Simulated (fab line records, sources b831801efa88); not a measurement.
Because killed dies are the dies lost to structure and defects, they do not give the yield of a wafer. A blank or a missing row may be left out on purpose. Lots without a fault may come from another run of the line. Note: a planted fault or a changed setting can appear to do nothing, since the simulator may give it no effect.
A lot that was struck, set against a sound lot + flow sky130 + 35 steps out of a route of 708
Sound: the wafers L992.1, L992.2, L992.6. Struck: wafer L100.1. (L100.3, L100.5 of the same lot were not struck and are left out.) The cause comes at the end.
Each step with rows lists, per side, the tool, then ch with its chambers, then its first start. Under that, the readings that differ: sound wafers + struck wafers + difference of the means + sigmas: that difference in standard deviations of wafers without a fault.
alike: same words and numbers on both sides, and readings whose means sit less than 2 such deviations apart. not compared: any withheld reading, any reading some wafer has no value for, any bound like >300 that may hide the same value, and any number with overlapping values for which the record gives no deviation.
The two part at a step that has a row with sigmas, a row that says differs or no value, or rows on one side only. Numbers that don't overlap but have no deviation are shown without sigmas and don't part them. A reading that every wafer of one side lacks parts them only if that side has two wafers or more.

first, 4 steps without rows for these wafers: SKY_METAL5_SOFTBAKE_10 (time 60 s); SKY_METAL5_EXPOSE_11 (exposes mask MM5, target cd 1600 nm); SKY_METAL5_PEB_12; SKY_METAL5_DEVELOP_13 (develop time 60 s).
SKY_METAL5_DESCUM_14: chemistry O2, time 11 s.
  sound on rie-metal-04 ch 0,1, day 43 16:16; struck on rie-metal-02 ch 1, day 45 13:55
| reading                     | sound       | struck | difference | sigmas |
|-----------------------------|-------------|--------|------------|--------|
| drypump-motor-current-A (A) | 5.0 5.5 5.0 | 6.2    | +1.0       | +2     |
  alike: he-backside-leak-sccm, oes-product-au, rf-fwd-power-W, temp-c
  not compared: rf-hours-counter-h
SKY_METAL5_METAL_ETCH_15: etches the open film in Cl2/BCl3, stops on SiO2, target depth 1260 nm, time 252 s.
  sound on rie-metal-04 ch 0,1, day 43 16:18; struck on rie-metal-02 ch 1, day 45 13:57
| reading                     | sound       | struck | difference | sigmas |
|-----------------------------|-------------|--------|------------|--------|
| drypump-motor-current-A (A) | 5.0 5.5 5.0 | 6.2    | +1.0       | +2     |
  alike: he-backside-leak-sccm, oes-product-au, rf-fwd-power-W, throttle-valve-pct
  not compared: rf-hours-counter-h
SKY_METAL5_STRIP_16: strips in O2/N2.
  sound on plasma-asher-04 ch 0,1, day 43 16:32; struck on plasma-asher-03 ch 0, day 45 14:11
  alike: drypump-motor-current-A, oes-product-au, strip-time-to-endpoint-s
  not compared: rf-hours-counter-h
then, 3 steps without rows for these wafers: SKY_METAL5_STRIP_17 (strips in post etch residue remover, time 1200 s); SKY_METAL5_CLEAN_18 (cleans in IPA, time 180 s); SKY_METAL5_CLEAN_19 (cleans in O3/DIW).
SKY_PASSIVATION_CVD_00: deposits SiO2, target thk 90 nm.
  sound on pecvd-04 ch 0,2, day 43 17:10; struck on pecvd-02 ch 2, day 45 14:47
  alike: heater-power-w, rf-fwd-power-W
SKY_PASSIVATION_THK_MEAS_01:
  sound on film-metro-02, day 43 17:12; struck on film-metro-02, day 45 14:48
  alike: PASSIVATION_CVD_00_THK
SKY_PASSIVATION_CVD_02: deposits Si3N4, target thk 540 nm.
  sound on pecvd-02 ch 1,2, day 43 17:16; struck on pecvd-04 ch 0, day 45 14:52
| reading                                       | sound             | struck | difference | sigmas |
|-----------------------------------------------|-------------------|--------|------------|--------|
| rf-fwd-power-W (W)                            | 448.0 447.5 450.1 | 451.9  | +3.4       | +2     |
| model.Si3N4_of_PASSIVATION_CVD_02.thk-nm (nm) | 538.6 530.4 543.6 | 290.5  | -247.0     |        |
  alike: heater-power-w
SKY_PASSIVATION_THK_MEAS_03:
  sound on film-metro-03, day 43 17:29; struck on film-metro-03, day 45 15:05
| reading                     | sound       | struck | difference | sigmas |
|-----------------------------|-------------|--------|------------|--------|
| PASSIVATION_CVD_02_THK (nm) | 538 530 544 | 290    | -247       | -35    |
then, 7 steps without rows for these wafers: SKY_PASSIVATION_DEHYDRATE_04 (time 60 s); SKY_PASSIVATION_HMDS_05 (prime time 60 s); SKY_PASSIVATION_COAT_06 (resist thk 3000 nm); SKY_PASSIVATION_SOFTBAKE_07; SKY_PASSIVATION_EXPOSE_08 (exposes mask NSM, target cd 3000 nm); SKY_PASSIVATION_PEB_09; SKY_PASSIVATION_DEVELOP_10 (develop time 60 s).
SKY_PASSIVATION_ETCH_11: etches the open film in CF4/O2, stops on AlCu, target depth 725 nm, time 161.1 s.
  sound on rie-diel-03 ch 0,2,3, day 44 15:23; struck on rie-diel-04 ch 2, day 46 11:03
| reading                                 | sound             | struck | difference | sigmas |
|-----------------------------------------|-------------------|--------|------------|--------|
| oes-product-au (a.u.)                   | 0.981 0.976 0.977 | 0.759  | -0.219     | -33    |
| throttle-valve-pct (%)                  | 5.955 5.961 5.955 | 5.913  | -0.044     | -5     |
| model.etch.depth-nm (nm)                | 704.7 695 711.3   | 454.5  | -249.2     |        |
| model.PASSIVATION.feature-depth-nm (nm) | 704.7 695 711.3   | 454.5  | -249.2     |        |
  alike: O2_flow_sccm, drypump-motor-current-A, rf-fwd-power-W
  not compared: rf-hours-counter-h
SKY_PASSIVATION_STRIP_12: strips in O2/N2.
  sound on plasma-asher-03 ch 0,1, day 44 15:29; struck on plasma-asher-03 ch 0, day 46 11:10
  alike: drypump-motor-current-A, oes-product-au, strip-time-to-endpoint-s
  not compared: rf-hours-counter-h
then, 7 steps without rows for these wafers: SKY_PAD_OPEN_DEHYDRATE_00 (time 60 s); SKY_PAD_OPEN_HMDS_01 (prime time 60 s); SKY_PAD_OPEN_COAT_02 (resist thk 3000 nm); SKY_PAD_OPEN_SOFTBAKE_03; SKY_PAD_OPEN_EXPOSE_04 (exposes mask PDM, target cd 60000 nm); SKY_PAD_OPEN_PEB_05; SKY_PAD_OPEN_DEVELOP_06 (develop time 60 s).
SKY_PAD_OPEN_ETCH_07: etches the open film in CF4/O2, stops on AlCu, target depth 725 nm, time 161.1 s.
  sound on rie-diel-03 ch 0,2, day 45 13:37; struck on rie-diel-01 ch 2, day 47 06:40
| reading                              | sound             | struck | difference | sigmas |
|--------------------------------------|-------------------|--------|------------|--------|
| oes-product-au (a.u.)                | 0.977 0.973 0.988 | 0.763  | -0.216     | -28    |
| throttle-valve-pct (%)               | 5.962 5.955 5.974 | 5.908  | -0.056     | -6     |
| model.etch.depth-nm (nm)             | 704.7 695 711.3   | 454.5  | -249.2     |        |
| model.PAD_OPEN.feature-depth-nm (nm) | 704.7 695 711.3   | 454.5  | -249.2     |        |
  alike: O2_flow_sccm, drypump-motor-current-A, rf-fwd-power-W
  not compared: rf-hours-counter-h
then, 1 step without rows for these wafers: SKY_PAD_OPEN_STRIP_08 (strips in O2/N2).
SKY_PAD_OPEN_STRIP_09: strips in post etch residue remover, time 1200 s.
  sound on wet-bench-02 ch 1, day 45 13:49; struck on wet-bench-02 ch 0, day 47 06:52
| reading                                       | sound           | struck | difference | sigmas |
|-----------------------------------------------|-----------------|--------|------------|--------|
| model.Si3N4_of_PASSIVATION_CVD_02.thk-nm (nm) | 538.2 530 543.3 | 290.1  | -247.1     |        |
  alike: temp-c
then, 1 step without rows for these wafers: SKY_PAD_OPEN_CLEAN_10 (cleans in IPA, time 180 s).
SKY_PAD_OPEN_PROBE_99:
  sound on prober-02, day 45 15:59; struck on prober-02, day 47 09:37
| reading       | sound    | struck | difference | sigmas |
|---------------|----------|--------|------------|--------|
| killed-on-rim | 17 14 23 | 10     | -8         | -2     |
  alike: defect-limited-yield, killed_at_M0_to_M3, killed_at_M4_up, killed-at-contacts, killed-at-front-end, killed-at-other, killed-dies, killed-open, killed-short, sort_bin_3_pad_short, sort_bin_5_function, sort_bin_6_memory, sort-n-pass, sort-yield-pct

== WHERE THEY PART ==
Earliest at SKY_METAL5_DESCUM_14; latest, in this record, at SKY_PAD_OPEN_PROBE_99.

WHY: what had been put in by the simulator
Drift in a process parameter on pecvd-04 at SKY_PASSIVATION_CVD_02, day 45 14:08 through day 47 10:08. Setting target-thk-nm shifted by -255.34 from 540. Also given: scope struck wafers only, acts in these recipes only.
